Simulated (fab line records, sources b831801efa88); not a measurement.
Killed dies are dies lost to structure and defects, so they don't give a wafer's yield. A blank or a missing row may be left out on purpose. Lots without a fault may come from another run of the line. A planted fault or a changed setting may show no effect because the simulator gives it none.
A struck lot beside a sound one | flow sky130 | 23 steps out of a route of 708
Sound: wafers L375.3, L375.5, L375.6. Struck: wafer L367.4. (L367.2 of the same lot was not struck and is left out.) The cause comes at the end.
At each step with rows: each side's tool, then ch and its chambers, then its first start. Under that, the readings that differ: sound wafers | struck wafers | difference of the means | sigmas: that difference in standard deviations of wafers without a fault.
alike: readings whose means differ by less than 2 such deviations, and words and numbers that are the same on both sides. not compared: withheld readings, readings that some wafer has no value for, bounds like >300 that may hide the same value, and numbers for which the record gives no deviation and whose values overlap.
The two part at a step that has a row with sigmas, a row that says differs or no value, or rows on one side only. Numbers that don't overlap but have no deviation are shown without sigmas and don't part them. A reading that every wafer of one side lacks parts them only if that side has two wafers or more.

first, 5 steps without rows for these wafers: SKY_POLY_CUT_COAT_03 (resist thk 450 nm); SKY_POLY_CUT_SOFTBAKE_04 (time 90 s); SKY_POLY_CUT_EXPOSE_05 (exposes mask NPCM, target cd 270 nm); SKY_POLY_CUT_PEB_06; SKY_POLY_CUT_DEVELOP_07 (develop time 60 s).
SKY_POLY_CUT_CD_MEAS_08: target cd 270 nm.
  sound on cd_sem-02, day 30 06:01; struck on cd_sem-02, day 27 11:39
  reading    | sound             | struck | difference | sigmas
  cd_nm (nm) | 270.2 271.0 269.3 | 267.2  | -3.0       | -2
SKY_POLY_CUT_OVL_MEAS_09:
  sound on overlay-01, day 30 06:07; struck on overlay-01, day 27 11:45
  reading           | sound  | struck | difference | sigmas
  POLY_CUT_OVL (nm) | 6 3 -4 | -9     | -11        | -2
SKY_POLY_CUT_ETCH_10: etches BARC in N2/H2, stops on SiO2, time 45.9 s, target depth 60 nm.
  sound on rie_diel-03 ch 0,1, day 30 06:08; struck on rie_diel-04 ch 3, day 27 11:47
  alike: drypump_motor_current_A, oes_product_au, throttle_valve_pct
  not compared: rf_hours_counter_h
SKY_POLY_CUT_ETCH_11: etches Si3N4 in CF4/CH2F2/Ar, stops on poly-Si, time 42.5 s, target depth 60 nm.
  sound on rie_diel-03 ch 0,1, day 30 06:11; struck on rie_diel-04 ch 3, day 27 11:50
  alike: drypump_motor_current_A, oes_product_au, throttle_valve_pct
  not compared: rf_hours_counter_h
SKY_POLY_CUT_STRIP_12: strips in O2/N2.
  sound on plasma_asher-04 ch 0,1, day 30 06:15; struck on plasma_asher-03 ch 1, day 27 11:52
  alike: drypump_motor_current_A, o2_flow_sccm, oes_product_au, strip_time_to_endpoint_s
  not compared: rf_hours_counter_h
then, 2 steps without rows for these wafers: SKY_SD_P_DEHYDRATE_00 (time 60 s); SKY_SD_P_HMDS_01 (prime time 60 s).
SKY_SD_P_COAT_02: resist thk 1140 nm.
  sound on litho_track-01 ch 0, day 30 19:52; struck on litho_track-04 ch 0, day 28 02:09
  reading                                   | sound          | struck | difference | sigmas
  model.NOVOLAK_of_SD_P_COAT_02.thk_nm (nm) | 1142 1140 1143 | 738.7  | -403.0     |
then, 3 steps without rows for these wafers: SKY_SD_P_SOFTBAKE_03 (time 60 s); SKY_SD_P_EXPOSE_04 (exposes mask PSDM, target cd 380 nm); SKY_SD_P_PEB_05.
SKY_SD_P_DEVELOP_06: develop time 60 s.
  sound on litho_track-01 ch 0, day 31 09:52; struck on litho_track-02 ch 0, day 28 16:13
  reading                                   | sound          | struck | difference | sigmas
  model.NOVOLAK_of_SD_P_COAT_02.thk_nm (nm) | 1141 1140 1142 | 738.3  | -402.7     |
SKY_SD_P_CD_MEAS_07: target cd 380 nm.
  sound on cd_sem-02, day 31 10:00; struck on cd_sem-01, day 28 16:22
  reading    | sound             | struck | difference | sigmas
  cd_nm (nm) | 380.6 380.9 381.5 | 429.7  | +48.7      | +23
SKY_SD_P_OVL_MEAS_08:
  sound on overlay-02, day 31 10:05; struck on overlay-02, day 28 16:28
  alike: SD_P_OVL
then, 1 step without rows for these wafers: SKY_SD_P_IMPLANT_09.
SKY_SD_P_STRIP_10: strips in O2/N2.
  sound on plasma_asher-02 ch 0,1, day 31 10:18; struck on plasma_asher-02 ch 0, day 28 16:39
  reading                      | sound             | struck | difference | sigmas
  oes_product_au (a.u.)        | 0.611 0.620 0.616 | 0.581  | -0.035     | -7
  strip_time_to_endpoint_s (s) | 17.52 17.49 17.53 | 12.94  | -4.57      | -99 or more
  alike: drypump_motor_current_A, o2_flow_sccm
  not compared: rf_hours_counter_h
SKY_SD_P_TW_MEAS_11:
  sound on film_metro-03, day 31 10:23; struck on film_metro-02, day 28 16:46
  alike: SD_P_TW
SKY_PAD_OPEN_PROBE_99:
  the record has rows for the sound wafers here (prober-01, day 49 22:30) and none for the struck ones

WHERE THEY PART
First at SKY_POLY_CUT_CD_MEAS_08; last, within this record, at SKY_PAD_OPEN_PROBE_99.

WHY: what the simulator had put in
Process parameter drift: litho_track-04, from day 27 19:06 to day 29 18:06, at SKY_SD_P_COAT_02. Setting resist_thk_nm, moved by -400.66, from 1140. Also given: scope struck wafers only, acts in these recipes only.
